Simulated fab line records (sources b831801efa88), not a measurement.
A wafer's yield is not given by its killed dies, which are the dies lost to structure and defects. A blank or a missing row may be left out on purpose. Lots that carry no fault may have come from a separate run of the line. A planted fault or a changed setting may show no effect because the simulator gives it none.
fab line records	flow sky130
[record] lots = 24	wafers = 72	last-day = 50
route steps=708 shown LI_CONTACT@376 CONTACT@425 METAL1@434
lots that met no fault: from a run of the same line without faults
start-h: hours from the record's first day to the start of the lot's first wafer shown	wait-h: hours since the lot's step before	" identical to the entry in the row above	L1.1+2: a single row standing in for several wafers	- no value, or no start was given	* or withheld: withheld	< > ~ a bound
route shown NAME@n: names a module that has steps shown in the file, with the first one's number in the route	usual: mean and standard deviation over wafers with no fault	same: alike in all rows	chamber/n: place in a boat	sites: per-site readings	_std_site: standard deviation across them	_edge_site: mean of outer sites minus mean of inner sites	radius-mm: for every site, how far away it sits from the centre of the wafer	mask NAME#n: copy n	behind: the last tool/chamber to shape the wafer	hold: the reason the lot was held/the length of the hold in hours/how it ended	device: whichever transistor did not switch (one of n, p or np)	end of line: at the end of the route, the tests of the same wafers	a step with no rows: only its recipe	killed: the dies lost at the first sort to structure and to defects; this is not the yield of the wafer	map: shows each die of a wafer: x if killed, . if not, _ if none is there
set.NAME: the run value of the setting; set.NAME@STEP: its run value at that earlier step	model.NAME: the simulator's own value behind a step, which no gauge read
the route's steps for a sample of lots (tables are steps, rows are wafers)
services: from which hour (start-h, from the record's first day; less than 0 if before it) a tool's chamber was out of use, for how many hours, and why
[[steps]]
[step SKY_LI_CONTACT_ETCH_14]
[recipe] chemistry = N2/H2	target = BARC	ion-energy-ev = 200	source-w = 500	bias-w = 100	pressure-mtorr = 30	n2-flow-sccm = 100	h2-flow-sccm = 200	stop-on = SiO2	time-s = 45.9	target-depth-a = 600
[usual] drypump-motor-current-A = 5.83/0.23	oes-product-au = 0.855/0.0043	throttle-valve-pct = 13.226/0.0093
lot.wafer	tool	chamber	start-h	wait-h	drypump-motor-current-A	oes-product-au	rf-hours-counter-h	throttle-valve-pct
L074.1	rie-diel-03	3	677.17	0.0	5.86	0.860	11	13.214
L074.2	"	1	"	"	6.05	0.858	12	13.223
L074.3	"	0	"	"	5.64	0.860	1	13.226
L075.3	rie-diel-03	0	700.02	0.0	5.65	0.847	1	13.220
L075.4	"	2	"	"	5.51	0.859	5	13.228
L075.5	"	3	"	"	5.85	0.861	-	13.223
L076.1	rie-diel-01	3	704.67	0.0	6.01	0.848	18	13.226
L076.2	"	2	"	"	5.66	0.854	0	13.220
L076.4	"	0	"	"	5.94	0.856	25	13.228
L077.4	rie-diel-01	3	707.67	0.0	6.01	0.859	18	13.210
L077.5	"	0	"	"	5.94	0.853	-	13.236
L077.6	"	1	"	"	5.49	0.852	-	13.231
L078.1	rie-diel-01	2	717.02	0.0	5.60	0.850	0	13.244
L078.2	"	3	"	"	5.99	0.853	18	13.223
L078.4	"	1	"	"	5.47	0.856	42	13.239
L079.2	rie-diel-01	3	727.67	0.0	6.00	0.852	18	13.227
L079.4	"	2	"	"	5.63	0.856	1	13.235
L079.6	"	3	"	"	6.00	0.854	-	13.224
L080.1	rie-diel-04	3	730.43	0.0	6.21	0.853	14	13.236
L080.3	"	1	"	"	5.58	0.844	5	13.237
L080.4	"	1	"	"	5.59	0.853	-	13.249
L081.2	rie-diel-04	3	741.77	0.0	6.21	0.851	14	13.225
L081.5	"	2	"	"	6.01	0.857	-	13.235
L081.6	"	1	"	"	5.60	0.852	-	13.222
L082.2	rie-diel-04	1	754.32	0.0	5.61	0.848	6	13.220
L082.3	"	0	"	"	5.87	0.847	17	13.232
L082.6	"	3	"	"	6.19	0.855	-	13.229
L083.1	rie-diel-03	3	755.32	0.0	5.88	0.857	13	13.237
L083.4	"	0	"	"	5.63	0.858	2	13.229
L083.5	"	2	"	"	5.50	0.853	-	13.225
L084.1	rie-diel-04	3	764.48	0.0	6.21	0.855	15	13.222
L084.4	"	0	"	"	5.88	0.852	17	13.232
L084.6	"	2	"	"	6.03	0.857	-	13.221
L085.1	rie-diel-01	0	773.93	0.0	5.92	0.857	27	13.220
L085.3	"	3	"	"	5.98	0.854	20	13.231
L085.6	"	0	"	"	5.92	0.856	-	13.235
L086.2	rie-diel-04	3	781.78	0.0	6.20	0.849	16	13.239
L086.5	"	1	"	"	5.60	0.850	-	13.236
L086.6	"	2	"	"	6.06	0.855	-	13.233
L087.2	rie-diel-04	0	786.37	0.0	5.86	0.864	17	13.210
L087.4	"	3	"	"	6.21	0.857	16	13.234
L087.5	"	3	"	"	6.20	0.857	-	13.223
L088.1	rie-diel-04	3	794.37	0.0	6.19	0.850	16	13.225
L088.3	"	2	"	"	6.03	0.856	22	13.222
L088.4	"	1	"	"	5.61	0.862	7	13.233
L089.2	rie-diel-03	3	806.52	0.0	5.87	0.855	14	13.205
L089.3	"	2	"	"	5.47	0.856	7	13.227
L089.4	"	1	"	"	6.04	0.854	14	13.216
L090.3	rie-diel-03	0	810.62	0.0	5.65	0.852	3	13.234
L090.5	"	0	"	"	5.67	0.855	-	13.212
L090.6	"	1	"	"	6.02	0.850	-	13.236
L091.2	rie-diel-04	0	815.87	0.0	5.88	0.857	18	13.230
L091.4	"	3	"	"	6.23	0.854	17	13.230
L091.5	"	0	"	"	5.88	0.848	-	13.208
L092.1	rie-diel-01	1	820.97	0.0	5.49	0.862	1	13.223
L092.2	"	0	"	"	5.93	0.854	28	13.223
L092.4	"	2	"	"	5.62	0.867	-	13.223
L093.2	rie-diel-03	3	825.22	0.0	5.86	0.859	14	13.241
L093.3	"	2	"	"	5.50	0.853	8	13.228
L093.5	"	0	"	"	5.65	0.853	-	13.221
L094.1	rie-diel-04	1	831.97	0.0	5.59	0.856	8	13.223
L094.2	"	3	"	"	6.20	0.852	17	13.230
L094.6	"	0	"	"	5.86	0.852	-	13.245
L095.1	rie-diel-01	2	839.37	0.0	5.64	0.855	4	13.223
L095.2	"	1	"	"	5.52	0.856	2	13.215
L095.3	"	0	"	"	5.96	0.854	29	13.226
L096.3	rie-diel-03	1	844.08	0.0	6.03	0.855	15	13.230
L096.4	"	0	"	"	5.62	0.849	4	13.204
L096.5	"	3	"	"	5.86	0.852	-	13.221
L097.3	rie-diel-04	0	852.82	0.0	5.86	0.849	19	13.235
L097.4	"	1	"	"	5.58	0.858	9	13.210
L097.5	"	2	"	"	6.04	0.853	-	13.238
[step SKY_LI_CONTACT_ETCH_15]
[recipe] target = PSG	chemistry = C4F8/O2/Ar	stop-on = Si	taper-deg = 4.15	mask-material = KrF-thick	source-w = 1500	bias-w = 1200	pressure-mtorr = 40	c4f8-flow-sccm = withheld	O2_flow_sccm = 6	Ar_flow_sccm = 300	time-s = withheld	target-depth-a = 6000
[usual] oes-product-au = 0.837/0.0043
lot.wafer	tool	chamber	start-h	wait-h	oes-product-au
L074.1	rie-diel-03	3	677.21	0.0	0.836
L074.2	"	1	"	"	0.841
L074.3	"	0	"	"	0.838
L075.3	rie-diel-03	0	700.06	0.0	0.833
L075.4	"	2	"	"	0.831
L075.5	"	3	"	"	0.835
L076.1	rie-diel-01	3	704.71	0.0	0.830
L076.2	"	2	"	"	0.836
L076.4	"	0	"	"	0.840
L077.4	rie-diel-01	3	707.71	0.0	0.832
L077.5	"	0	"	"	0.833
L077.6	"	1	"	"	0.839
L078.1	rie-diel-01	2	717.06	0.0	0.830
L078.2	"	3	"	"	0.834
L078.4	"	1	"	"	0.836
L079.2	rie-diel-01	3	727.71	0.0	0.838
L079.4	"	2	"	"	0.831
L079.6	"	3	"	"	0.838
L080.1	rie-diel-04	3	730.47	0.0	0.839
L080.3	"	1	"	"	0.840
L080.4	"	1	"	"	0.839
L081.2	rie-diel-04	3	741.81	0.0	0.840
L081.5	"	2	"	"	0.835
L081.6	"	1	"	"	0.835
L082.2	rie-diel-04	1	754.36	0.0	0.840
L082.3	"	0	"	"	0.835
L082.6	"	3	"	"	0.832
L083.1	rie-diel-03	3	755.36	0.0	0.836
L083.4	"	0	"	"	0.837
L083.5	"	2	"	"	0.835
L084.1	rie-diel-04	3	764.52	0.0	0.837
L084.4	"	0	"	"	0.834
L084.6	"	2	"	"	0.833
L085.1	rie-diel-01	0	773.97	0.0	0.836
L085.3	"	3	"	"	0.830
L085.6	"	0	"	"	0.844
L086.2	rie-diel-04	3	781.82	0.0	0.832
L086.5	"	1	"	"	0.840
L086.6	"	2	"	"	0.841
L087.2	rie-diel-04	0	786.41	0.0	0.834
L087.4	"	3	"	"	0.839
L087.5	"	3	"	"	0.841
L088.1	rie-diel-04	3	794.41	0.0	0.840
L088.3	"	2	"	"	0.839
L088.4	"	1	"	"	0.839
L089.2	rie-diel-03	3	806.56	0.0	0.840
L089.3	"	2	"	"	0.834
L089.4	"	1	"	"	0.839
L090.3	rie-diel-03	0	810.66	0.0	0.829
L090.5	"	0	"	"	0.833
L090.6	"	1	"	"	0.833
L091.2	rie-diel-04	0	815.91	0.0	0.833
L091.4	"	3	"	"	0.840
L091.5	"	0	"	"	0.833
L092.1	rie-diel-01	1	821.01	0.0	0.843
L092.2	"	0	"	"	0.839
L092.4	"	2	"	"	0.834
L093.2	rie-diel-03	3	825.26	0.0	0.839
L093.3	"	2	"	"	0.843
L093.5	"	0	"	"	0.835
L094.1	rie-diel-04	1	832.01	0.0	0.835
L094.2	"	3	"	"	0.836
L094.6	"	0	"	"	0.841
L095.1	rie-diel-01	2	839.41	0.0	0.836
L095.2	"	1	"	"	0.835
L095.3	"	0	"	"	0.835
L096.3	rie-diel-03	1	844.12	0.0	0.835
L096.4	"	0	"	"	0.837
L096.5	"	3	"	"	0.829
L097.3	rie-diel-04	0	852.86	0.0	0.843
L097.4	"	1	"	"	0.828
L097.5	"	2	"	"	0.834
[step SKY_CONTACT_STRIP_19]
[recipe] chemistry = O2/N2	power-w = 1400	pressure-mtorr = 1500	platen-temp-c = withheld	o2-flow-sccm = 3000	n2-flow-sccm = 300	overash-fraction = 0.5
[usual] drypump-motor-current-A = 5.6/0.52	oes-product-au = 0.380/0.0045	strip-time-to-endpoint-s = 3.608/0.025
[same] overash-fraction = 0.5
lot.wafer	tool	chamber	start-h	wait-h	drypump-motor-current-A	oes-product-au	rf-hours-counter-h	strip-time-to-endpoint-s
L074.1	plasma-asher-04	1	736.17	-	5.7	0.381	88	3.617
L074.2	"	0	"	"	5.0	0.379	88	3.622
L074.3	"	0	"	"	5.0	0.376	-	3.625
L075.3	plasma-asher-01	0	756.99	-	5.3	0.386	-	3.592
L075.4	"	1	"	"	6.5	0.380	-	3.560
L075.5	"	1	"	"	6.4	0.378	-	3.586
L076.1	plasma-asher-03	1	763.45	-	5.1	0.388	33	3.624
L076.2	"	0	"	"	5.5	0.388	33	3.664
L076.4	"	1	"	"	5.1	0.380	-	3.618
L077.4	plasma-asher-01	0	766.18	-	5.3	0.380	-	3.581
L077.5	"	1	"	"	6.5	0.380	-	3.552
L077.6	"	0	"	"	5.3	0.385	-	3.584
L078.1	plasma-asher-01	1	774.05	-	6.5	0.382	64	3.593
L078.2	"	0	"	"	5.3	0.384	64	3.589
L078.4	"	1	"	"	6.5	0.378	-	3.613
L079.2	plasma-asher-04	1	783.96	-	5.6	0.388	92	3.648
L079.4	"	0	"	"	5.0	0.377	-	3.610
L079.6	"	1	"	"	5.6	0.386	-	3.643
L080.1	plasma-asher-03	0	787.15	-	5.6	0.383	36	3.623
L080.3	"	1	"	"	5.2	0.377	-	3.591
L080.4	"	0	"	"	5.6	0.381	-	3.616
L081.2	plasma-asher-01	1	797.96	-	6.5	0.389	65	3.598
L081.5	"	1	"	"	6.5	0.378	-	3.611
L081.6	"	0	"	"	5.3	0.372	-	3.547
L082.2	plasma-asher-01	1	810.87	-	6.5	0.387	66	3.652
L082.3	"	1	"	"	6.5	0.382	-	3.643
L082.6	"	0	"	"	5.3	0.387	-	3.637
L083.1	plasma-asher-01	1	811.99	-	6.5	0.376	66	3.628
L083.4	"	0	"	"	5.3	0.385	-	3.579
L083.5	"	1	"	"	6.5	0.382	-	3.630
L084.1	plasma-asher-03	1	819.64	-	5.1	0.376	39	3.580
L084.4	"	0	"	"	5.6	0.379	-	3.594
L084.6	"	1	"	"	5.2	0.375	-	3.566
L085.1	plasma-asher-01	0	829.66	-	5.3	0.377	68	3.615
L085.3	"	1	"	"	6.5	0.378	-	3.577
L085.6	"	1	"	"	6.5	0.378	-	3.592
L086.2	plasma-asher-04	0	836.51	-	5.0	0.383	98	3.641
L086.5	"	1	"	"	5.7	0.388	-	3.581
L086.6	"	0	"	"	5.0	0.377	-	3.605
L087.2	plasma-asher-04	0	842.26	-	5.1	0.371	99	3.608
L087.4	"	0	"	"	5.0	0.379	-	3.593
L087.5	"	1	"	"	5.6	0.386	-	3.602
L088.1	plasma-asher-03	0	849.45	-	5.6	0.390	42	3.572
L088.3	"	1	"	"	5.1	0.385	-	3.588
L088.4	"	0	"	"	5.6	0.374	-	3.617
L089.2	plasma-asher-04	1	861.91	-	5.7	0.385	101	3.623
L089.3	"	1	"	"	5.7	0.376	-	3.605
L089.4	"	0	"	"	5.0	0.385	-	3.619
L090.3	plasma-asher-01	1	865.44	-	6.5	0.374	-	3.627
L090.5	"	0	"	"	5.3	0.376	-	3.637
L090.6	"	1	"	"	6.5	0.384	-	3.629
L091.2	plasma-asher-01	1	870.36	-	6.5	0.385	72	3.620
L091.4	"	1	"	"	6.5	0.379	-	3.573
L091.5	"	0	"	"	5.3	0.380	-	3.598
L092.1	plasma-asher-03	1	875.59	-	5.1	0.375	45	3.614
L092.2	"	0	"	"	5.6	0.382	45	3.590
L092.4	"	0	"	"	5.6	0.377	-	3.635
L093.2	plasma-asher-04	0	879.21	-	5.0	0.385	102	3.645
L093.3	"	1	"	"	5.7	0.385	-	3.626
L093.5	"	1	"	"	5.7	0.382	-	3.625
L094.1	plasma-asher-04	1	887.04	-	5.7	0.374	103	3.601
L094.2	"	0	"	"	5.0	0.379	103	3.570
L094.6	"	1	"	"	5.7	0.383	-	3.607
L095.1	plasma-asher-01	1	892.71	-	6.5	0.378	74	3.614
L095.2	"	0	"	"	5.3	0.381	74	3.598
L095.3	"	1	"	"	6.5	0.373	-	3.600
L096.3	plasma-asher-03	1	897.89	-	5.1	0.383	-	3.596
L096.4	"	0	"	"	5.6	0.376	-	3.620
L096.5	"	0	"	"	5.6	0.385	-	3.596
L097.3	plasma-asher-01	0	907.74	-	5.3	0.384	-	3.608
L097.4	"	1	"	"	6.5	0.379	-	3.601
L097.5	"	0	"	"	5.3	0.372	-	3.585
[step SKY_CONTACT_CMP_27]
[recipe] stop-on = SiO2	t-overpolish-s = 15	down-force-psi = 3.5	platen-rpm = 60	target-thk-nm = 0	pad-velocity-m-s = 0.94248
[usual] motor-current-A = 11.3/0.81	overpolish-run-s = 15.000/0.01	retaining-ring-pressure-frac = 1.000/0.0048	time-to-endpoint-s = 82/3.2
lot.wafer	tool	chamber	start-h	wait-h	motor-current-A	overpolish-run-s	retaining-ring-pressure-frac	time-to-endpoint-s
L074.2	cmp-02	1	737.12	0.0	11.6	14.980	0.994	79
L074.1	"	2	"	"	10.3	14.997	1.005	83
L074.3	"	3	"	"	11.8	15.008	0.999	86
L075.4	cmp-01	2	757.95	0.1	11.8	14.992	0.993	81
L075.3	"	0	"	"	10.9	15.008	0.999	83
L075.5	"	1	"	"	11.6	15.005	0.992	80
L076.2	cmp-01	0	764.45	0.1	12.9	14.983	1.001	88
L076.1	"	1	"	"	11.5	14.991	0.999	86
L076.4	"	2	"	"	11.4	15.000	1.004	87
L077.4	cmp-01	1	767.19	0.1	10.7	15.003	1.003	80
L077.6	"	3	"	"	11.8	15.001	0.994	84
L077.5	"	0	"	"	12.0	15.007	1.005	83
L078.2	cmp-01	1	775.00	0.0	11.4	14.988	1.008	79
L078.4	"	2	"	"	12.5	15.007	1.001	82
L078.1	"	3	"	"	12.4	14.991	1.004	85
L079.4	cmp-02	0	784.95	0.1	8.9	15.005	1.009	88
L079.2	"	1	"	"	11.1	15.007	0.996	81
L079.6	"	3	"	"	10.9	14.999	1.015	83
L080.4	cmp-02	1	788.10	0.0	11.3	14.990	0.994	81
L080.1	"	3	"	"	11.1	15.004	1.000	85
L080.3	"	0	"	"	9.1	15.004	1.001	84
L081.2	cmp-02	3	798.95	0.1	10.6	14.998	1.004	82
L081.5	"	2	"	"	10.7	14.990	1.001	81
L081.6	"	3	"	"	11.0	15.008	1.002	84
L082.2	cmp-01	1	812.01	0.1	11.7	15.015	0.995	76
L082.3	"	2	"	"	12.3	15.017	1.005	77
L082.6	"	0	"	"	11.9	14.996	1.007	78
L083.4	cmp-01	1	813.05	0.0	11.6	14.991	0.998	74
L083.1	"	2	"	"	12.0	15.004	1.005	78
L083.5	"	2	"	"	11.2	14.990	1.006	79
L084.1	cmp-02	3	820.59	0.1	11.2	14.991	1.003	81
L084.4	"	0	"	"	9.1	15.007	0.996	79
L084.6	"	0	"	"	9.4	15.000	1.000	83
L085.3	cmp-02	1	830.65	0.1	11.5	14.984	1.003	77
L085.1	"	2	"	"	10.2	15.011	0.993	83
L085.6	"	0	"	"	9.2	15.009	1.009	84
L086.2	cmp-01	3	837.57	0.1	11.7	15.005	1.003	81
L086.6	"	2	"	"	12.1	15.001	1.002	83
L086.5	"	3	"	"	12.0	14.970	0.998	81
L087.2	cmp-01	0	843.30	0.1	11.9	15.029	0.998	82
L087.4	"	1	"	"	11.5	14.996	1.003	81
L087.5	"	2	"	"	12.2	14.992	0.996	80
L088.4	cmp-02	2	850.40	0.0	10.3	15.001	1.000	84
L088.1	"	3	"	"	11.1	14.989	1.002	79
L088.3	"	1	"	"	11.1	15.012	1.015	76
L089.4	cmp-01	0	862.88	0.0	12.3	14.995	0.993	84
L089.2	"	1	"	"	11.9	14.979	0.996	80
L089.3	"	2	"	"	12.0	14.998	1.008	83
L090.3	cmp-02	1	866.45	0.1	11.8	15.001	1.001	82
L090.6	"	3	"	"	11.0	15.016	0.992	83
L090.5	"	0	"	"	9.0	14.994	0.998	83
L091.4	cmp-01	3	871.34	0.0	11.9	15.017	1.002	84
L091.2	"	2	"	"	11.5	14.982	0.998	82
L091.5	"	3	"	"	11.8	15.014	0.996	86
L092.1	cmp-01	0	876.63	0.1	11.8	15.011	0.996	82
L092.2	"	1	"	"	11.4	14.982	1.005	81
L092.4	"	2	"	"	11.7	15.019	1.000	82
L093.2	cmp-01	1	880.16	0.0	11.8	14.990	1.002	81
L093.3	"	2	"	"	11.4	14.992	1.003	84
L093.5	"	1	"	"	11.0	15.010	1.005	83
L094.1	cmp-02	3	888.04	0.1	11.1	15.003	1.003	86
L094.2	"	1	"	"	11.3	15.013	0.992	77
L094.6	"	2	"	"	10.9	14.998	0.993	81
L095.1	cmp-01	0	893.66	0.1	11.8	15.006	0.997	82
L095.3	"	1	"	"	10.7	14.992	1.002	81
L095.2	"	2	"	"	11.4	15.007	0.998	85
L096.3	cmp-01	2	898.81	0.0	11.6	15.017	1.004	86
L096.4	"	0	"	"	12.0	15.003	1.008	90
L096.5	"	2	"	"	11.9	14.984	0.994	86
L097.3	cmp-01	0	908.65	0.0	11.4	15.003	1.000	82
L097.4	"	2	"	"	12.5	14.996	0.998	78
L097.5	"	0	"	"	11.5	15.000	1.005	82
[step SKY_METAL1_SPUTTER_00]
[recipe] material = Ti	target-thk-nm = 15	power-w = 3000	time-s = 10	chamber-pressure-pa = 0.4
[usual] throttle-valve-pct = 30.3/1
lot.wafer	tool	chamber	start-h	wait-h	throttle-valve-pct
L074.1	pvd-sputter-04	-	737.42	0.2	31.4
L074.2	"	-	"	"	29.3
L074.3	"	-	"	"	30.0
L075.3	pvd-sputter-01	-	758.20	0.1	30.8
L075.4	"	-	"	"	29.2
L075.5	"	-	"	"	32.2
L076.1	pvd-sputter-01	-	764.70	0.1	29.3
L076.2	"	-	"	"	30.1
L076.4	"	-	"	"	32.2
L077.4	pvd-sputter-04	-	767.39	0.1	29.2
L077.5	"	-	"	"	30.6
L077.6	"	-	"	"	31.5
L078.1	pvd-sputter-02	-	775.30	0.1	29.1
L078.2	"	-	"	"	29.5
L078.4	"	-	"	"	28.9
L079.2	pvd-sputter-04	-	785.20	0.1	30.6
L079.4	"	-	"	"	31.5
L079.6	"	-	"	"	31.5
L080.1	pvd-sputter-04	-	788.40	0.1	29.1
L080.3	"	-	"	"	30.1
L080.4	"	-	"	"	31.6
L081.2	pvd-sputter-01	-	799.20	0.2	29.1
L081.5	"	-	"	"	31.0
L081.6	"	-	"	"	29.3
L082.2	pvd-sputter-04	-	812.26	0.2	30.8
L082.3	"	-	"	"	29.4
L082.6	"	-	"	"	31.4
L083.1	pvd-sputter-04	-	813.35	0.2	31.6
L083.4	"	-	"	"	30.1
L083.5	"	-	"	"	30.7
L084.1	pvd-sputter-01	-	820.89	0.2	32.2
L084.4	"	-	"	"	29.4
L084.6	"	-	"	"	29.9
L085.1	pvd-sputter-02	-	830.90	0.1	28.9
L085.3	"	-	"	"	31.1
L085.6	"	-	"	"	29.0
L086.2	pvd-sputter-02	-	837.82	0.2	31.2
L086.5	"	-	"	"	29.3
L086.6	"	-	"	"	28.7
L087.2	pvd-sputter-02	-	843.50	0.1	29.0
L087.4	"	-	"	"	31.1
L087.5	"	-	"	"	31.1
L088.1	pvd-sputter-02	-	850.70	0.2	29.5
L088.3	"	-	"	"	29.4
L088.4	"	-	"	"	31.4
L089.2	pvd-sputter-01	-	863.18	0.2	29.8
L089.3	"	-	"	"	32.4
L089.4	"	-	"	"	30.9
L090.3	pvd-sputter-04	-	866.65	0.1	30.4
L090.5	"	-	"	"	31.5
L090.6	"	-	"	"	30.7
L091.2	pvd-sputter-01	-	871.64	0.1	30.5
L091.4	"	-	"	"	32.1
L091.5	"	-	"	"	29.1
L092.1	pvd-sputter-01	-	876.93	0.2	30.2
L092.2	"	-	"	"	29.4
L092.4	"	-	"	"	30.9
L093.2	pvd-sputter-02	-	880.46	0.2	28.8
L093.3	"	-	"	"	31.0
L093.5	"	-	"	"	29.4
L094.1	pvd-sputter-04	-	888.29	0.2	29.2
L094.2	"	-	"	"	31.5
L094.6	"	-	"	"	29.1
L095.1	pvd-sputter-01	-	893.96	0.2	29.5
L095.2	"	-	"	"	30.8
L095.3	"	-	"	"	29.9
L096.3	pvd-sputter-01	-	899.11	0.2	30.7
L096.4	"	-	"	"	32.1
L096.5	"	-	"	"	30.0
L097.3	pvd-sputter-01	-	908.95	0.2	30.9
L097.4	"	-	"	"	29.3
L097.5	"	-	"	"	32.0
[step SKY_METAL1_RS_MEAS_05]
[recipe] thk-meas-gauge = four-point-probe	reads = TiN_of_METAL1_SPUTTER_04+Ti_of_METAL1_SPUTTER_03+AlCu_of_METAL1_SPUTTER_02+TiN_of_METAL1_SPUTTER_01+Ti_of_METAL1_SPUTTER_00
[usual] METAL1_ALCU_RS = 0.1267/0.0012
lot.wafer	tool	chamber	start-h	wait-h	METAL1_ALCU_RS[ohm/sq]
L074.1	film-metro-01	-	737.56	0.0	0.1263
L074.2	"	-	"	"	0.1255
L074.3	"	-	"	"	0.1254
L075.3	film-metro-03	-	758.38	0.1	0.1267
L075.4	"	-	"	"	0.1275
L075.5	"	-	"	"	0.1272
L076.1	film-metro-01	-	764.84	0.0	0.1271
L076.2	"	-	"	"	0.1277
L076.4	"	-	"	"	0.1273
L077.4	film-metro-03	-	767.59	0.1	0.1274
L077.5	"	-	"	"	0.1266
L077.6	"	-	"	"	0.1273
L078.1	film-metro-01	-	775.44	0.0	0.1262
L078.2	"	-	"	"	0.1236
L078.4	"	-	"	"	0.1274
L079.2	film-metro-03	-	785.36	0.0	0.1265
L079.4	"	-	"	"	0.1263
L079.6	"	-	"	"	0.1262
L080.1	film-metro-02	-	788.54	0.0	0.1267
L080.3	"	-	"	"	0.1269
L080.4	"	-	"	"	0.1257
L081.2	film-metro-03	-	799.36	0.0	0.1258
L081.5	"	-	"	"	0.1254
L081.6	"	-	"	"	0.1259
L082.2	film-metro-03	-	812.42	0.0	0.1277
L082.3	"	-	"	"	0.1274
L082.6	"	-	"	"	0.1277
L083.1	film-metro-01	-	813.49	0.0	0.1264
L083.4	"	-	"	"	0.1260
L083.5	"	-	"	"	0.1265
L084.1	film-metro-03	-	821.03	0.0	0.1256
L084.4	"	-	"	"	0.1273
L084.6	"	-	"	"	0.1275
L085.1	film-metro-03	-	831.04	0.0	0.1304
L085.3	"	-	"	"	0.1283
L085.6	"	-	"	"	0.1298
L086.2	film-metro-01	-	837.98	0.0	0.1256
L086.5	"	-	"	"	0.1239
L086.6	"	-	"	"	0.1263
L087.2	film-metro-03	-	843.66	0.0	0.1281
L087.4	"	-	"	"	0.1264
L087.5	"	-	"	"	0.1256
L088.1	film-metro-03	-	850.84	0.0	0.1264
L088.3	"	-	"	"	0.1253
L088.4	"	-	"	"	0.1252
L089.2	film-metro-01	-	863.34	0.0	0.1287
L089.3	"	-	"	"	0.1280
L089.4	"	-	"	"	0.1278
L090.3	film-metro-03	-	866.83	0.1	0.1278
L090.5	"	-	"	"	0.1282
L090.6	"	-	"	"	0.1283
L091.2	film-metro-03	-	871.80	0.0	0.1262
L091.4	"	-	"	"	0.1276
L091.5	"	-	"	"	0.1268
L092.1	film-metro-03	-	877.07	0.0	0.1262
L092.2	"	-	"	"	0.1266
L092.4	"	-	"	"	0.1261
L093.2	film-metro-01	-	880.62	0.0	0.1265
L093.3	"	-	"	"	0.1264
L093.5	"	-	"	"	0.1271
L094.1	film-metro-01	-	888.43	0.0	0.1285
L094.2	"	-	"	"	0.1279
L094.6	"	-	"	"	0.1276
L095.1	film-metro-02	-	894.10	0.0	0.1250
L095.2	"	-	"	"	0.1241
L095.3	"	-	"	"	0.1257
L096.3	film-metro-01	-	899.29	0.1	0.1245
L096.4	"	-	"	"	0.1269
L096.5	"	-	"	"	0.1266
L097.3	film-metro-02	-	909.13	0.1	0.1256
L097.4	"	-	"	"	0.1276
L097.5	"	-	"	"	0.1265
[[services]]
tool	chamber	start-h	hours	kind
rie-diel-04	0	666.80	4.8	repair
rie-diel-03	-	671.42	3.3	repair
rie-diel-03	-	678.38	0.2	repair
cmp-01	-	678.66	2.4	repair
cmp-02	-	686.91	2.5	repair
plasma-asher-01	-	690.99	0.4	repair
rie-diel-04	0	722.37	15.5	repair
rie-diel-01	1	722.44	5.1	repair
cmp-01	-	728.48	1.0	repair
rie-diel-04	3	732.15	4.1	repair
cmp-02	-	744.00	4.0	pm
rie-diel-03	0	758.07	11.0	repair
cmp-01	-	776.98	1.4	repair
cmp-01	-	781.02	13.4	pm
plasma-asher-01	-	785.34	11.6	repair
rie-diel-04	2	797.40	1.9	repair
cmp-02	-	799.76	2.8	repair
cmp-02	-	800.13	14.2	repair
rie-diel-01	-	809.34	2.8	pm
rie-diel-04	-	809.46	2.8	pm
rie-diel-01	3	818.62	7.5	repair
plasma-asher-01	-	829.82	3.3	repair
rie-diel-04	0	837.84	7.5	repair
cmp-01	-	839.10	0.3	repair
[[key]]
fault none
